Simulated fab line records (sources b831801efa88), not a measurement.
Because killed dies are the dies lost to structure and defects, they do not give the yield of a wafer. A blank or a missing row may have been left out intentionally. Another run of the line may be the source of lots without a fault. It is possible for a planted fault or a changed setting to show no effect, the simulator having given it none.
Problem report, 8D (eight disciplines) form, completed by code :: flow gf180mcu :: the parts of the form that need people (team, actions taken, sign-off) are left out

1. PROBLEM STATEMENT
Mean of cathode-dc-power-W at GF_M1_SPUTTER_02: 10942 W across 6 wafers in 2 lots; on wafers with no fault it is 10600 W (standard deviation 1.9). That is +99 or more standard deviations from the usual mean.
The step: material AlCu, target thk 450 nm, time 23.9 s.
Seen first at day 21 04:07 on pvd-sputter-04, wafer L919.2. At this step, 18 wafers from 6 lots have a number in the record. The rule behind "out" and "out of limits": a value lying over 4 standard deviations away from the usual mean. All remaining wafers that have a number are taken as sound.

2. WHAT THIS IS AND IS NOT
question: which readings at this step
is: cathode-dc-power-W
is not: throttle-valve-pct

question: which lots
is: L919, L922
is not: L908, L910, L918, L927

question: which wafers of those lots
is: all that have a number
is not: -

question: read on which tools
is: pvd-sputter-04
is not: pvd-sputter-01, pvd-sputter-02

question: when
is: from day 21 04:07
is not: up to then (6 sound wafers); but 6 sound wafers of L918, L927 came after

3. THE SUSPECTS, EACH WITH WHAT RULES IT OUT
Counting: a tool stays on the suspect list if, at a process step up to the reading, it processed all lots that are out and no sound lot following the first of them.
- pvd-sputter-04 at GF_M1_SPUTTER_01 (material TiN, target thk 30 nm, time 25 s): kept. All lots that are out passed through it, beginning with L919 at day 21 04:05, and no sound lot followed; its final sound lot before that point was L908 at day 17 05:39.
- pvd-sputter-04 at GF_M1_SPUTTER_02 (material AlCu, target thk 450 nm, time 23.9 s): kept. All lots that are out passed through it, beginning with L919 at day 21 04:07, and no sound lot followed; its final sound lot before that point was L908 at day 17 05:41. Out on those wafers are its own readings of cathode-dc-power-W.
Remaining after the count are pvd-sputter-04 at GF_M1_SPUTTER_01 and pvd-sputter-04 at GF_M1_SPUTTER_02.

4. THE CAUSE (what the simulator had put in)
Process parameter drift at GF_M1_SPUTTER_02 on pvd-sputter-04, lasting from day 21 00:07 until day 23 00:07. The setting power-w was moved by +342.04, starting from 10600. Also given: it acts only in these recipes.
Counting leaves 2 suspects; this tool is one of them.

5. SEQUENCE OF EFFECTS, ordered by route
Rows list readings where the struck wafers' mean (over those with a number) sits beyond 3 standard deviations from the usual. Scope: only readings with a usual standard deviation given in the record; hours: median across lots of the time from each lot's start at the first step in this table that gives one to its start at this step; sigmas: change in usual standard deviations.
hours: 0
step: GF_M1_SPUTTER_02
reading: cathode-dc-power-W
usual: 10600 W
on struck wafers: 10942
change: +342
sigmas: +99 or more
Its process steps:
- GF_M1_SPUTTER_02: material AlCu, target thk 450 nm, time 23.9 s.
Later measuring or inspecting steps at which every struck wafer that the step has a row for has a number for every such reading, and none has moved that far: GF_M1_RS_MEAS_05, GF_M1_THK_MEAS_06, GF_M1_CD_MEAS_14, GF_M1_OVL_MEAS_15.

6. WHAT WOULD HAVE CAUGHT IT SOONER
In this record the first reading out of limits was taken at day 21 04:07, 4 hours after the fault began at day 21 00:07.
